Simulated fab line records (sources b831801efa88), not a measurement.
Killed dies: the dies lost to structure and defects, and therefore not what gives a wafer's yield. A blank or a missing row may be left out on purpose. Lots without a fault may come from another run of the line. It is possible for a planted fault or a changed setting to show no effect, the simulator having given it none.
The tool behind it: which one? / flow sky130 / 11 lots, 33 wafers sampled, at 5 steps of a route of 708

## WHAT EACH GAUGE READ, for each wafer
SKY_CAP2M_THK_MEAS_01.
lot=L649; measured=day 41 07:51; on=filmMetro-03; CAP2M_CVD_00_THK (nm)=15.44 15.56 15.63
lot=L652; measured=day 42 18:52; on=filmMetro-03; CAP2M_CVD_00_THK (nm)=15.57 15.14 15.49
lot=L653; measured=day 43 00:52; on=filmMetro-04; CAP2M_CVD_00_THK (nm)=15.51 15.56 15.70
lot=L654; measured=day 43 06:23; on=filmMetro-03; CAP2M_CVD_00_THK (nm)=15.39 15.40 15.51
lot=L656; measured=day 43 18:59; on=filmMetro-02; CAP2M_CVD_00_THK (nm)=15.48 15.30 15.32
lot=L657; measured=day 43 21:23; on=filmMetro-02; CAP2M_CVD_00_THK (nm)=15.43 15.29 15.45
lot=L658; measured=day 44 08:53; on=filmMetro-03; CAP2M_CVD_00_THK (nm)=15.45 15.91 15.64
lot=L659; measured=day 44 11:41; on=filmMetro-04; CAP2M_CVD_00_THK (nm)=15.22 15.71 15.73
lot=L666; measured=day 46 15:54; on=filmMetro-03; CAP2M_CVD_00_THK (nm)=15.63 15.56 15.43
lot=L670; measured=day 47 12:38; on=filmMetro-02; CAP2M_CVD_00_THK (nm)=15.61 15.75 15.91
lot=L672; measured=day 47 19:43; on=filmMetro-02; CAP2M_CVD_00_THK (nm)=15.49 15.66 15.79

SKY_METAL4_CD_MEAS_13: the cd target is 300 nm.
lot=L649; measured=day 43 09:47; on=cdSem-02; cdNm (nm)=301.2 299.9 298.4
lot=L652; measured=day 44 19:02; on=cdSem-01; cdNm (nm)=299.4 298.7 297.7
lot=L653; measured=day 45 01:07; on=cdSem-02; cdNm (nm)=298.4 300.2 300.1
lot=L654; measured=day 45 05:35; on=cdSem-02; cdNm (nm)=303.0 302.8 302.1
lot=L656; measured=day 45 18:14; on=cdSem-02; cdNm (nm)=300.0 299.2 299.3
lot=L657; measured=day 45 18:56; on=cdSem-01; cdNm (nm)=296.6 297.4 297.0
lot=L658; measured=day 46 07:33; on=cdSem-02; cdNm (nm)=318.9 318.6 318.8
lot=L659; measured=day 46 09:00; on=cdSem-01; cdNm (nm)=318.7 316.8 318.9
lot=L666; measured=day 48 11:05; on=cdSem-02; cdNm (nm)=302.1 301.6 300.9
lot=L670; measured=day 49 07:04; on=cdSem-01; cdNm (nm)=301.0 300.0 300.4
lot=L672; measured=day 49 13:03; on=cdSem-02; cdNm (nm)=301.8 302.0 302.8

## WHICH TOOL RAN EACH LOT (tool, then ch and the chambers of the sampled wafers, then the start)
lot=L649; SKY_CAP2M_CVD_00=pecvd-01 ch 0,1, day 41 07:50; SKY_CAP2M_METAL_ETCH_13=rieMetal-02 ch 0,1, day 42 09:29; SKY_METAL4_EXPOSE_10=krfScanner-02 ch 0, day 42 22:09
lot=L652; SKY_CAP2M_CVD_00=pecvd-01 ch 0,2, day 42 18:49; SKY_CAP2M_METAL_ETCH_13=rieMetal-01 ch 0,1, day 43 18:37; SKY_METAL4_EXPOSE_10=krfScanner-02 ch 0, day 44 07:20
lot=L653; SKY_CAP2M_CVD_00=pecvd-03 ch 0,1,2, day 43 00:50; SKY_CAP2M_METAL_ETCH_13=rieMetal-02 ch 0,1, day 44 00:55; SKY_METAL4_EXPOSE_10=krfScanner-02 ch 0, day 44 13:57
lot=L654; SKY_CAP2M_CVD_00=pecvd-03 ch 0,2, day 43 06:22; SKY_CAP2M_METAL_ETCH_13=rieMetal-03 ch 0,1, day 44 05:53; SKY_METAL4_EXPOSE_10=krfScanner-02 ch 0, day 44 18:45
lot=L656; SKY_CAP2M_CVD_00=pecvd-04 ch 0,2, day 43 18:58; SKY_CAP2M_METAL_ETCH_13=rieMetal-01 ch 0,1, day 44 18:41; SKY_METAL4_EXPOSE_10=krfScanner-01 ch 0, day 45 06:31
lot=L657; SKY_CAP2M_CVD_00=pecvd-01 ch 0,1, day 43 21:22; SKY_CAP2M_METAL_ETCH_13=rieMetal-02 ch 0,1, day 44 20:08; SKY_METAL4_EXPOSE_10=krfScanner-01 ch 0, day 45 08:06
lot=L658; SKY_CAP2M_CVD_00=pecvd-04 ch 0,1,2, day 44 08:52; SKY_CAP2M_METAL_ETCH_13=rieMetal-02 ch 0,1, day 45 08:32; SKY_METAL4_EXPOSE_10=krfScanner-01 ch 0, day 45 20:48
lot=L659; SKY_CAP2M_CVD_00=pecvd-01 ch 0,1,2, day 44 11:40; SKY_CAP2M_METAL_ETCH_13=rieMetal-03 ch 0,1, day 45 09:47; SKY_METAL4_EXPOSE_10=krfScanner-01 ch 0, day 45 21:57
lot=L666; SKY_CAP2M_CVD_00=pecvd-04 ch 0,1, day 46 15:53; SKY_CAP2M_METAL_ETCH_13=rieMetal-01 ch 0,1, day 47 13:44; SKY_METAL4_EXPOSE_10=krfScanner-02 ch 0, day 48 01:03
lot=L670; SKY_CAP2M_CVD_00=pecvd-04 ch 0,1, day 47 12:36; SKY_CAP2M_METAL_ETCH_13=rieMetal-01 ch 0,1, day 48 09:59; SKY_METAL4_EXPOSE_10=krfScanner-02 ch 0, day 48 21:17
lot=L672; SKY_CAP2M_CVD_00=pecvd-04 ch 0,1,2, day 47 19:41; SKY_CAP2M_METAL_ETCH_13=rieMetal-01 ch 0,1, day 48 16:41; SKY_METAL4_EXPOSE_10=krfScanner-02 ch 0, day 49 03:46
- SKY_CAP2M_CVD_00: deposits SiO2, target thk 15.5 nm.
- SKY_CAP2M_METAL_ETCH_13: etches TiN in Cl2/BCl3, stops on SiO2, target depth 220 nm, time 62.9 s.
- SKY_METAL4_EXPOSE_10: exposes mask MM4, target cd 300 nm.

## AS READ BY THE TOOLS THEMSELVES (means over the sampled wafers that have a number; for cases with no such wafer, the mark the record gives instead)
SKY_CAP2M_CVD_00.
lot=L649; tool=pecvd-01; heaterPowerW (W)=837; susceptorTempC (C)=399.86
lot=L652; tool=pecvd-01; heaterPowerW (W)=692; susceptorTempC (C)=400.09
lot=L653; tool=pecvd-03; heaterPowerW (W)=683; susceptorTempC (C)=399.90
lot=L654; tool=pecvd-03; heaterPowerW (W)=740; susceptorTempC (C)=399.85
lot=L656; tool=pecvd-04; heaterPowerW (W)=608; susceptorTempC (C)=400.02
lot=L657; tool=pecvd-01; heaterPowerW (W)=807; susceptorTempC (C)=399.92
lot=L658; tool=pecvd-04; heaterPowerW (W)=662; susceptorTempC (C)=400.01
lot=L659; tool=pecvd-01; heaterPowerW (W)=747; susceptorTempC (C)=400.04
lot=L666; tool=pecvd-04; heaterPowerW (W)=707; susceptorTempC (C)=400.08
lot=L670; tool=pecvd-04; heaterPowerW (W)=590; susceptorTempC (C)=399.82
lot=L672; tool=pecvd-04; heaterPowerW (W)=624; susceptorTempC (C)=399.90

SKY_CAP2M_METAL_ETCH_13.
lot=L649; tool=rieMetal-02; drypumpMotorCurrentA (A)=6.0; mfcCl2Sccm (sccm)=60.07; oesProductAu (a.u.)=0.943; throttleValvePct (%)=21.906
lot=L652; tool=rieMetal-01; drypumpMotorCurrentA (A)=5.5; mfcCl2Sccm (sccm)=59.68; oesProductAu (a.u.)=0.940; throttleValvePct (%)=21.907
lot=L653; tool=rieMetal-02; drypumpMotorCurrentA (A)=5.9; mfcCl2Sccm (sccm)=59.98; oesProductAu (a.u.)=0.945; throttleValvePct (%)=21.905
lot=L654; tool=rieMetal-03; drypumpMotorCurrentA (A)=6.4; mfcCl2Sccm (sccm)=60.07; oesProductAu (a.u.)=0.938; throttleValvePct (%)=21.906
lot=L656; tool=rieMetal-01; drypumpMotorCurrentA (A)=5.5; mfcCl2Sccm (sccm)=60.10; oesProductAu (a.u.)=0.942; throttleValvePct (%)=21.903
lot=L657; tool=rieMetal-02; drypumpMotorCurrentA (A)=6.0; mfcCl2Sccm (sccm)=60.04; oesProductAu (a.u.)=0.931; throttleValvePct (%)=21.895
lot=L658; tool=rieMetal-02; drypumpMotorCurrentA (A)=5.9; mfcCl2Sccm (sccm)=60.19; oesProductAu (a.u.)=0.943; throttleValvePct (%)=21.905
lot=L659; tool=rieMetal-03; drypumpMotorCurrentA (A)=6.4; mfcCl2Sccm (sccm)=59.88; oesProductAu (a.u.)=0.937; throttleValvePct (%)=21.905
lot=L666; tool=rieMetal-01; drypumpMotorCurrentA (A)=5.8; mfcCl2Sccm (sccm)=60.00; oesProductAu (a.u.)=0.941; throttleValvePct (%)=21.897
lot=L670; tool=rieMetal-01; drypumpMotorCurrentA (A)=5.7; mfcCl2Sccm (sccm)=60.11; oesProductAu (a.u.)=0.932; throttleValvePct (%)=21.913
lot=L672; tool=rieMetal-01; drypumpMotorCurrentA (A)=5.8; mfcCl2Sccm (sccm)=60.01; oesProductAu (a.u.)=0.948; throttleValvePct (%)=21.889

SKY_METAL4_EXPOSE_10.
lot=L649; tool=krfScanner-02; exposureDoseMJCm2=27.98; stageVelMmS (mm/s)=500.20
lot=L652; tool=krfScanner-02; exposureDoseMJCm2=28.00; stageVelMmS (mm/s)=499.79
lot=L653; tool=krfScanner-02; exposureDoseMJCm2=27.96; stageVelMmS (mm/s)=500.36
lot=L654; tool=krfScanner-02; exposureDoseMJCm2=27.98; stageVelMmS (mm/s)=499.97
lot=L656; tool=krfScanner-01; exposureDoseMJCm2=28.01; stageVelMmS (mm/s)=499.92
lot=L657; tool=krfScanner-01; exposureDoseMJCm2=28.01; stageVelMmS (mm/s)=500.05
lot=L658; tool=krfScanner-01; exposureDoseMJCm2=25.00; stageVelMmS (mm/s)=500.25
lot=L659; tool=krfScanner-01; exposureDoseMJCm2=25.05; stageVelMmS (mm/s)=500.22
lot=L666; tool=krfScanner-02; exposureDoseMJCm2=27.94; stageVelMmS (mm/s)=500.17
lot=L670; tool=krfScanner-02; exposureDoseMJCm2=27.96; stageVelMmS (mm/s)=500.28
lot=L672; tool=krfScanner-02; exposureDoseMJCm2=27.96; stageVelMmS (mm/s)=500.16

## THE ANSWER, worked out from the rows above alone
Rule: usual is defined by the lots themselves. The widest of any qualifying gaps counts: lots, ordered by their means at a reading, are off when they make up no more than a third of the lots, leave a main group of 4 or more, and stand apart from it by 3 or more times the standard deviation of that group's means. If all means in a main group match to the digits the tables above print for the reading, that group is not used. Also off: a lot with no number at a reading for which 4 or more lots have one. Any other lot the step has rows for is counted as sound. The gauges are gone through in route order, then the tools' own readings, and for those a lot's mean is taken as printed above. The first step at which some lot is off is used, and at that step the reading that is off furthest; a lot without a number counts as furthest.
Off: L658, L659, at SKY_METAL4_CD_MEAS_13 (cdNm). The main group has a mean of 300.1 nm with a standard deviation of 1.7.
If a tool, at a process step before that reading, ran all the lots that are off and no sound lot after the first of them, it fits. Not tried: the gauges at SKY_METAL4_CD_MEAS_13; whatever is off there is also off at SKY_METAL4_EXPOSE_10, on other tools, and gauge error can't account for it. One fits: krfScanner-01 at SKY_METAL4_EXPOSE_10. A fault onset in the window from L657 (day 45 08:06, its last sound lot) to L658 (day 45 20:48, its first lot off) fits.
The tool's own readings at SKY_METAL4_EXPOSE_10 bear it out: on the lots that are off they differ by more than 5 times the standard deviation of the sound lots' means. exposureDoseMJCm2 reads 25.02 there against 27.98 on the sound lots.

## WHAT WAS PUT IN BY THE SIMULATOR
Process parameters drifting: krfScanner-01 at SKY_METAL4_EXPOSE_10, beginning at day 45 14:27. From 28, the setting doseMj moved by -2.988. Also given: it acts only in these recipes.
Shown lots that were struck: L658, L659. This agrees with what the rule above found.
